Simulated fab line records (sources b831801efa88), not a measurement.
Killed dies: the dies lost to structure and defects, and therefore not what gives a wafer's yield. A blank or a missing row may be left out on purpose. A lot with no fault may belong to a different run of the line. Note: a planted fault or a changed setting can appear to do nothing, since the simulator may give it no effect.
Which of the tools did it? | flow sky130 | 31 wafers from 11 lots sampled at 5 of the route's 708 steps

## WHAT EACH GAUGE READ, for each wafer
SKY_METAL5_THK_MEAS_06: measures by xrf.
lot  | measured     | on            | METAL5_ALCU_THK (nm)
L686 | day 42 21:26 | film-metro-01 | 1105 1112 1110
L688 | day 43 09:03 | film-metro-02 | 1128 1134 1146
L689 | day 43 17:29 | film-metro-03 | 1133 1127 1131
L690 | day 44 05:42 | film-metro-03 | 1137 1118 1143
L691 | day 44 07:22 | film-metro-03 | 1103 1111 1119
L695 | day 45 07:46 | film-metro-02 | 1123 1130 1118
L698 | day 46 09:27 | film-metro-03 | 1129 1097 1135
L700 | day 46 21:14 | film-metro-02 | 1128 1135 1117
L705 | day 47 22:23 | film-metro-03 | 1223 1133
L709 | day 48 19:35 | film-metro-03 | 1127 1128 1129
L708 | day 48 21:25 | film-metro-03 | 1198 1136

## WHICH TOOL RAN EACH LOT (tool, then ch and the chambers of the sampled wafers, then the start)
lot  | SKY_VIA4_CMP_02               | SKY_VIA4_ETCH_12                   | SKY_VIA4_CMP_21               | SKY_METAL5_SPUTTER_04
L686 | cmp-02 ch 1,2, day 41 20:52   | rie-diel-01 ch 0,3, day 42 19:40   | cmp-01 ch 0,1,3, day 42 20:56 | pvd-sputter-01, day 42 21:16
L688 | cmp-01 ch 1,2,3, day 42 08:07 | rie-diel-02 ch 1,3, day 43 07:20   | cmp-01 ch 0,3, day 43 08:26   | pvd-sputter-04, day 43 08:52
L689 | cmp-01 ch 0,1,3, day 42 16:26 | rie-diel-04 ch 0,1,3, day 43 15:49 | cmp-02 ch 2,3, day 43 16:55   | pvd-sputter-02, day 43 17:17
L690 | cmp-01 ch 1,2,3, day 43 06:04 | rie-diel-02 ch 0,1,2, day 44 03:58 | cmp-02 ch 0,1, day 44 05:07   | pvd-sputter-01, day 44 05:32
L691 | cmp-01 ch 0,1,2, day 43 07:01 | rie-diel-02 ch 0,1,2, day 44 05:37 | cmp-02 ch 0,1,3, day 44 06:55 | pvd-sputter-01, day 44 07:11
L695 | cmp-02 ch 0,2, day 44 08:19   | rie-diel-01 ch 0,2,3, day 45 06:04 | cmp-02 ch 0,1,2, day 45 07:14 | pvd-sputter-01, day 45 07:36
L698 | cmp-02 ch 0,1,2, day 45 10:53 | rie-diel-02 ch 1,2, day 46 07:49   | cmp-01 ch 1,2, day 46 08:55   | pvd-sputter-01, day 46 09:17
L700 | cmp-02 ch 0,1,3, day 45 22:53 | rie-diel-04 ch 0,2,3, day 46 19:34 | cmp-02 ch 0,1,3, day 46 20:44 | pvd-sputter-02, day 46 21:03
L705 | cmp-01 ch 0, day 47 00:54     | rie-diel-01 ch 2,3, day 47 20:37   | cmp-01 ch 0,2, day 47 21:57   | pvd-sputter-01, day 47 22:13
L709 | cmp-01 ch 1,2,3, day 47 23:26 | rie-diel-02 ch 0,1,2, day 48 17:54 | cmp-01 ch 2,3, day 48 19:02   | pvd-sputter-02, day 48 19:25
L708 | cmp-01 ch 1,2, day 48 01:29   | rie-diel-04 ch 2,3, day 48 19:39   | cmp-01 ch 1,2, day 48 20:56   | pvd-sputter-01, day 48 21:15
- SKY_VIA4_CMP_02: polishes SiO2.
- SKY_VIA4_ETCH_12: etches SiO2 in C4F8/O2/Ar, stops on TiN, target depth 580 nm.
- SKY_VIA4_CMP_21: polishes, stops on SiO2, t overpolish 25 s, target thk 0 nm.
- SKY_METAL5_SPUTTER_04: material TiN, target thk 70 nm, time 58.3 s.

## AS READ BY THE TOOLS THEMSELVES (means over the sampled wafers that have a number; for cases with no such wafer, the mark the record gives instead)
SKY_VIA4_CMP_02.
lot  | tool   | motor-current-A (A) | slurry-filter-dp-kPa (kPa)
L686 | cmp-02 | 12.5                | 13.49
L688 | cmp-01 | 12.0                | 13.39
L689 | cmp-01 | 12.2                | 13.40
L690 | cmp-01 | 12.0                | 13.39
L691 | cmp-01 | 12.1                | 13.56
L695 | cmp-02 | 12.2                | 13.72
L698 | cmp-02 | 13.0                | 13.46
L700 | cmp-02 | 12.4                | 13.69
L705 | cmp-01 | 11.7                | 13.44
L709 | cmp-01 | 12.3                | 13.57
L708 | cmp-01 | 11.9                | 13.45

SKY_VIA4_ETCH_12.
lot  | tool        | oes-product-au (a.u.)
L686 | rie-diel-01 | 0.925
L688 | rie-diel-02 | 0.925
L689 | rie-diel-04 | 0.922
L690 | rie-diel-02 | 0.927
L691 | rie-diel-02 | 0.926
L695 | rie-diel-01 | 0.925
L698 | rie-diel-02 | 0.922
L700 | rie-diel-04 | 0.930
L705 | rie-diel-01 | 0.924
L709 | rie-diel-02 | 0.928
L708 | rie-diel-04 | 0.929

SKY_VIA4_CMP_21.
lot  | tool   | motor-current-A (A) | overpolish-run-s (s) | slurry-filter-dp-kPa (kPa) | time-to-endpoint-s (s)
L686 | cmp-01 | 11.4                | 24.998               | 13.46                      | 124
L688 | cmp-01 | 10.8                | 25.002               | 13.59                      | 117
L689 | cmp-02 | 10.3                | 25.001               | 13.51                      | 127
L690 | cmp-02 | 11.9                | 25.004               | 13.51                      | 120
L691 | cmp-02 | 11.3                | 25.001               | 13.54                      | 121
L695 | cmp-02 | 11.6                | 25.003               | 13.35                      | 126
L698 | cmp-01 | 11.2                | 25.001               | 13.56                      | 126
L700 | cmp-02 | 11.6                | 24.997               | 13.43                      | 125
L705 | cmp-01 | 11.2                | 25.011               | 13.56                      | 125
L709 | cmp-01 | 11.4                | 24.997               | 13.55                      | 125
L708 | cmp-01 | 11.4                | 25.004               | 13.58                      | 126

SKY_METAL5_SPUTTER_04.
lot  | tool           | throttle-valve-pct (%)
L686 | pvd-sputter-01 | 29.1
L688 | pvd-sputter-04 | 28.7
L689 | pvd-sputter-02 | 29.6
L690 | pvd-sputter-01 | 28.9
L691 | pvd-sputter-01 | 29.4
L695 | pvd-sputter-01 | 29.0
L698 | pvd-sputter-01 | 29.1
L700 | pvd-sputter-02 | 28.2
L705 | pvd-sputter-01 | 29.1
L709 | pvd-sputter-02 | 29.3
L708 | pvd-sputter-01 | 28.9

## THE ANSWER, worked out from the rows above alone
Rule: the usual values come from the lots themselves. Put in order of their means at a reading, lots are off if they are a third of the lots or fewer, leave a main group of 4 or more, and stand apart from it by a gap of 3 or more times the standard deviation of the main group's means; of several such gaps the widest counts. Not used: any main group whose means are identical at the precision the tables above print for the reading. Also off: a lot with no number at a reading for which 4 or more lots have one. Any other lot the step has rows for is counted as sound. Order of review: gauges by route order, followed by the tools' own readings, for which a lot's mean as printed above is used. At the first step where some lot is off, the reading lying furthest off is the one used; lots without a number count as furthest.
Off: at SKY_METAL5_THK_MEAS_06 (METAL5_ALCU_THK), L705, L708. Mean 1124 nm and standard deviation 8.8 in the main group.
A tool fits if, at a process step before that reading, it ran every lot that is off, and no sound lot after the first of them. Gauges at SKY_METAL5_THK_MEAS_06: tried the same way as those tools. One fits: SKY_METAL5_SPUTTER_04 on pvd-sputter-01. A fault onset in the window from L698 (day 46 09:17, its last sound lot) to L705 (day 47 22:13, its first lot off) fits.

## WHAT WAS PUT IN BY THE SIMULATOR
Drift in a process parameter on pvd-sputter-01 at SKY_METAL5_SPUTTER_04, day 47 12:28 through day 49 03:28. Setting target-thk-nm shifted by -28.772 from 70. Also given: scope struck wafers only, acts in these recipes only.
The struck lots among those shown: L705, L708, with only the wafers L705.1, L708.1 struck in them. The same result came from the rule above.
